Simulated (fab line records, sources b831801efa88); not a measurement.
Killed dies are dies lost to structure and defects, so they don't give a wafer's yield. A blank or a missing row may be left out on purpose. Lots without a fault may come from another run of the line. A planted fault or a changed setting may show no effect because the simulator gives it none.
Split-lot experiment | flow gf180mcu | 5 lots, 23 wafers read, on a route of 602 steps

THE SPLIT
At GF_VT_IMPLANT_COAT_13 (resist thk 1000 nm), the setting spin_rpm was moved away from the recipe's 3000 rpm on 8 of the 23 wafers read, by -6.4% to +7.3%. The other wafers ran this setting at the recipe's value.

The reading is taken at the split's own step.

THE READING
NOVOLAK_of_VT_IMPLANT_COAT_13.thk_nm (the simulator's own value, which no gauge read), in nm, at GF_VT_IMPLANT_COAT_13 (resist thk 1000 nm). The file gives no usual value for it. The 15 wafers here that ran the recipe average 999.5 nm, standard deviation 3 nm.

wafer  | tool, chamber at the split | spin_rpm as run, rpm | against the recipe | NOVOLAK_of_VT_IMPLANT_COAT_13.thk_nm, nm | against lot-mates on the recipe
L075.1 | litho_track-04, 0          | 2807                 | -6.4%              | 1032                                     | +37.4
L075.2 | litho_track-04, 0          | 2807                 | -6.4%              | 1029                                     | +34.4
L075.3 | litho_track-04, 0          | 3000                 | recipe             | 992.6                                    | -
L075.5 | litho_track-04, 0          | 3000                 | recipe             | 994.7                                    | -
L075.6 | litho_track-04, 0          | 3000                 | recipe             | 996.6                                    | -
L077.2 | litho_track-04, 0          | 3000                 | recipe             | 998.8                                    | -
L077.3 | litho_track-04, 0          | 3000                 | recipe             | 999.4                                    | -
L077.4 | litho_track-04, 0          | 3000                 | recipe             | 1001                                     | -
L077.5 | litho_track-04, 0          | 3000                 | recipe             | 1000                                     | -
L077.6 | litho_track-04, 0          | 3000                 | recipe             | 1000                                     | -
L080.1 | litho_track-02, 0          | 3000                 | recipe             | 1002                                     | -
L080.3 | litho_track-02, 0          | 3000                 | recipe             | 1001                                     | -
L080.6 | litho_track-02, 0          | 3000                 | recipe             | 1004                                     | -
L082.1 | litho_track-02, 0          | 2925                 | -2.5%              | 1012                                     | +12.4
L082.2 | litho_track-02, 0          | 2925                 | -2.5%              | 1012                                     | +12.4
L082.3 | litho_track-02, 0          | 3000                 | recipe             | 1001                                     | -
L082.5 | litho_track-02, 0          | 3000                 | recipe             | 998.2                                    | -
L082.6 | litho_track-02, 0          | 2925                 | -2.5%              | 1010                                     | +10.4
L085.1 | litho_track-04, 0          | 3218                 | +7.3%              | 965.8                                    | -35.9
L085.2 | litho_track-04, 0          | 3000                 | recipe             | 1004                                     | -
L085.3 | litho_track-04, 0          | 3000                 | recipe             | 999.4                                    | -
L085.5 | litho_track-04, 0          | 3218                 | +7.3%              | 963.9                                    | -37.8
L085.6 | litho_track-04, 0          | 3218                 | +7.3%              | 965.4                                    | -36.3

THE FIT
A straight line over all 23 wafers: NOVOLAK_of_VT_IMPLANT_COAT_13.thk_nm changes by -4.77 nm for each +1% of spin_rpm; r = -0.99; the points scatter about the line by 2.6 nm.
The same after taking each lot's own level away (the mean of its wafers on the recipe; 23 wafers): -5.19 nm for each +1%; r = -1.00; scatter 1.7 nm.
On that fit, the largest move of spin_rpm shifts the reading by 38 nm.
The lots' own levels span 994.63 to 1002.33 nm, that is 2.6 times the standard deviation above.
So the lot-to-lot level changes the slope little: the two slopes agree.
Check: with one of the wafers moved furthest among these (+7.3%) left out of the fit, the line predicts -38 nm for it against its lot-mates. It came out at -35.9 nm against them.

OTHER SPLITS ON THESE WAFERS
These wafers also went through other splits before the reading. Each is held against what the fit with the lots' levels taken away leaves over:
other split on the same wafers      | wafers away from the commonest value | r with NOVOLAK_of_VT_IMPLANT_COAT_13.thk_nm (lot level and that fit taken away)
GF_STI_CVD_03 time_s                | 15                                   | -0.28
GF_STI_PEB_10 peb_temp_c            | 5                                    | +0.03
GF_LVPWELL_IMPLANT_09 energy_kev    | 6                                    | +0.37
GF_MVSD_STRIP_10 o2_flow_sccm       | 7                                    | +0.03
GF_VT_IMPLANT_COAT_02 resist_thk_nm | 9                                    | -0.11
GF_VT_IMPLANT_IMPLANT_08 dose_cm2   | 9                                    | -0.01

THE WHOLE CHAIN: every reading that the file lists as answering this split, in the file's order
step                   | what it does       | reading                                                                               | change (the file's fit)              | r (the file's)
GF_VT_IMPLANT_COAT_13  | resist thk 1000 nm | NOVOLAK_of_VT_IMPLANT_COAT_13.thk_nm (the simulator's own value, which no gauge read) | -5.23 nm for each +1% of the setting | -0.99
GF_VT_IMPLANT_STRIP_20 | strips in O2/N2    | strip_time_to_endpoint_s                                                              | withheld for each +1% of the setting | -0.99

THE FILE'S OWN FIT
NOVOLAK_of_VT_IMPLANT_COAT_13.thk_nm changes by -5.23 nm for each +1% of spin_rpm, r = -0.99.
